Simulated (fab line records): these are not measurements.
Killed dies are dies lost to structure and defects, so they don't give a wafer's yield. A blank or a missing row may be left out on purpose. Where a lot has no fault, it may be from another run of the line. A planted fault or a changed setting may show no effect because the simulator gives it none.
Which of the tools did it? ; flow sky130 ; 12 lots, 35 wafers sampled, at 5 steps of a route of 708

WHAT THE GAUGES READ, wafer by wafer
SKY_VT_ADJUST_LVTN_OVL_MEAS_07. Usual: VT_ADJUST_LVTN_OVL gives -1.0 nm (standard deviation 1.3).
lot;measured;on;VT_ADJUST_LVTN_OVL (nm);flag
L117;day 6 20:53;overlay-01;-1.3 -0.8 -1.6;
L118;day 7 02:05;overlay-02;-1.6 1.4 -1.6;
L122;day 8 01:13;overlay-02;-1.8 -0.6 0.1;
L123;day 8 10:34;overlay-01;-2.7 -1.3 -2.1;
L124;day 8 18:05;overlay-01;-0.8 -0.4 1.3;
L125;day 8 23:22;overlay-02;-0.5 -0.1 -0.9;
L126;day 9 03:10;overlay-01;-2.1 -2.1 -3.4;
L133;day 11 17:59;overlay-02;-4.1 -1.5 -1.6;
L134;day 12 04:24;overlay-01;-0.5 0.4;
L135;day 12 03:47;overlay-01;0.5 0.5 0.3;
L136;day 12 12:51;overlay-02;0.6 0.3 1.6;
L140;day 13 04:50;overlay-02;-3.1 -3.5 -1.4;

SKY_CONTACT_OVL_MEAS_15. Usual: CONTACT_OVL gives 0 nm (standard deviation 4.9).
lot;measured;on;CONTACT_OVL (nm);flag
L117;day 31 00:58;overlay-01;6 4 -4;
L118;day 31 16:16;overlay-01;8 -2 7;
L122;day 33 23:43;overlay-01;-7 3 -1;
L123;day 33 20:27;overlay-01;0 -5 -9;
L124;day 33 22:41;overlay-02;4 3 7;
L125;day 34 13:11;overlay-02;0 -2 0;
L126;day 34 11:18;overlay-02;9 -2 3;
L133;day 37 00:36;overlay-02;1 2 -2;
L134;day 37 15:56;overlay-01;-8 -5;
L135;day 37 13:09;overlay-01;8 6 1;
L136;day 38 00:11;overlay-01;-3 -3 -1;
L140;day 38 18:39;overlay-02;-11 0 -1;

WHAT TOOL EACH LOT RAN ON (gives the tool, then ch and the chambers of the sampled wafers, and finally the start)
lot;SKY_FIELD_ISO_COAT_08;SKY_FIELD_ISO_STRIP_16;SKY_SD_P_STRIP_10
L117;litho_track-04 ch 0, day 1 21:00;plasma_asher-02 ch 0,1, day 2 05:12;plasma_asher-01 ch 0,1, day 24 22:20
L118;litho_track-01 ch 0, day 2 02:00;plasma_asher-02 ch 0,1, day 2 10:06;plasma_asher-04 ch 0,1, day 25 13:28
L122;litho_track-03 ch 0, day 2 22:00;plasma_asher-01 ch 0,1, day 3 07:17;plasma_asher-02 ch 0,1, day 28 00:10
L123;litho_track-01 ch 0, day 3 03:00;plasma_asher-03 ch 0,1, day 3 11:49;plasma_asher-02 ch 0,1, day 27 22:22
L124;litho_track-01 ch 0, day 3 08:00;plasma_asher-02 ch 0,1, day 3 17:10;plasma_asher-04 ch 0,1, day 27 23:37
L125;litho_track-01 ch 0, day 3 13:00;plasma_asher-02 ch 0,1, day 3 22:23;plasma_asher-04 ch 0,1, day 28 13:46
L126;litho_track-04 ch 0, day 3 19:00;plasma_asher-02 ch 0,1, day 4 03:42;plasma_asher-04 ch 0,1, day 28 13:26
L133;litho_track-01 ch 0, day 5 08:00;plasma_asher-03 ch 0,1, day 5 18:01;plasma_asher-04 ch 0,1, day 31 07:01
L134;litho_track-01 ch 0, day 5 13:00;plasma_asher-02 ch 0,1, day 5 23:06;plasma_asher-01 ch 0,1, day 31 22:55
L135;litho_track-04 ch 0, day 5 17:00;plasma_asher-01 ch 0, day 6 03:27;plasma_asher-02 ch 0,1, day 31 19:28
L136;litho_track-03 ch 0, day 5 22:00;plasma_asher-03 ch 0, day 6 08:06;plasma_asher-04 ch 0,1, day 32 07:00
L140;litho_track-04 ch 0, day 6 21:00;plasma_asher-01 ch 0,1, day 7 07:01;plasma_asher-01 ch 0,1, day 33 01:41
- SKY_FIELD_ISO_COAT_08: resist thk 450 nm.
- SKY_FIELD_ISO_STRIP_16: strips in O2/N2.
- SKY_SD_P_STRIP_10: strips in O2/N2.

WHAT THE TOOLS THEMSELVES READ (means of the sampled wafers that have a number; where no wafer has one, the mark that the record gives instead)
SKY_FIELD_ISO_STRIP_16. Usual: drypump_motor_current_A 5.6 A, standard deviation 0.51; o2_flow_sccm 3001 sccm, standard deviation 8.6; oes_product_au 0.378 a.u., standard deviation 0.0045; strip_time_to_endpoint_s 3.556 s, standard deviation 0.027.
lot;tool;drypump_motor_current_A (A);o2_flow_sccm (sccm);oes_product_au (a.u.);strip_time_to_endpoint_s (s);flag
L117;plasma_asher-02;5.3;3000;0.379;3.539;
L118;plasma_asher-02;5.3;3010;0.382;3.572;
L122;plasma_asher-01;5.8;3015;0.380;3.562;
L123;plasma_asher-03;5.7;3012;0.378;3.556;
L124;plasma_asher-02;5.3;3000;0.377;3.543;
L125;plasma_asher-02;5.6;2998;0.379;3.584;
L126;plasma_asher-02;5.6;3005;0.376;3.570;
L133;plasma_asher-03;5.7;3003;0.358;3.011;OFF
L134;plasma_asher-02;5.4;2986;0.343;2.751;OFF
L135;plasma_asher-01;4.9;3000;0.382;3.565;
L136;plasma_asher-03;5.6;2993;0.375;3.540;
L140;plasma_asher-01;5.9;3005;0.377;3.554;

SKY_SD_P_STRIP_10. Usual: drypump_motor_current_A 5.7 A, standard deviation 0.53; o2_flow_sccm 3000 sccm, standard deviation 9.9; oes_product_au 0.617 a.u., standard deviation 0.0047; strip_time_to_endpoint_s 17.50 s, standard deviation 0.044.
lot;tool;drypump_motor_current_A (A);o2_flow_sccm (sccm);oes_product_au (a.u.);strip_time_to_endpoint_s (s);flag
L117;plasma_asher-01;5.4;2999;0.609;17.51;
L118;plasma_asher-04;6.1;2993;0.622;17.55;
L122;plasma_asher-02;5.3;3006;0.618;17.51;
L123;plasma_asher-02;5.5;3004;0.618;17.55;
L124;plasma_asher-04;6.1;3001;0.618;17.54;
L125;plasma_asher-04;6.1;3001;0.619;17.49;
L126;plasma_asher-04;6.1;3001;0.614;17.51;
L133;plasma_asher-04;5.8;2998;0.615;17.49;
L134;plasma_asher-01;5.7;2996;0.625;17.51;
L135;plasma_asher-02;5.3;3009;0.620;17.50;
L136;plasma_asher-04;5.7;2994;0.617;17.50;
L140;plasma_asher-01;5.4;2996;0.618;17.50;

THE ANSWER, worked out from the rows above alone
Rule: a lot counts as off when the mean over its wafers that have a number is more than 3 standard deviations away from the usual mean. Also off: a lot with no number at a reading for which 4 or more lots have one. Where the step has rows for the other lots, those lots are counted as sound. After the gauges, taken in route order, come the tools' own readings; for these a lot's mean is taken, as printed above. At the first step where some lot is off, the reading lying furthest off is the one used; lots without a number count as furthest.
Off: L133, L134 (SKY_FIELD_ISO_STRIP_16, strip_time_to_endpoint_s).
A tool fits if, at that step or a process step before it, it ran every lot that is off, and no sound lot after the first of them. One fits: litho_track-01 at SKY_FIELD_ISO_COAT_08. Its last sound lot is L125 (day 3 13:00), its first lot that is off L133 (day 5 08:00): a fault that began between those two fits.

WHAT WAS PUT IN BY THE SIMULATOR
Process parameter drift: litho_track-01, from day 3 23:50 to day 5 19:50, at SKY_FIELD_ISO_COAT_08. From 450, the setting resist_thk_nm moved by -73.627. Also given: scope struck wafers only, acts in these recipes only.
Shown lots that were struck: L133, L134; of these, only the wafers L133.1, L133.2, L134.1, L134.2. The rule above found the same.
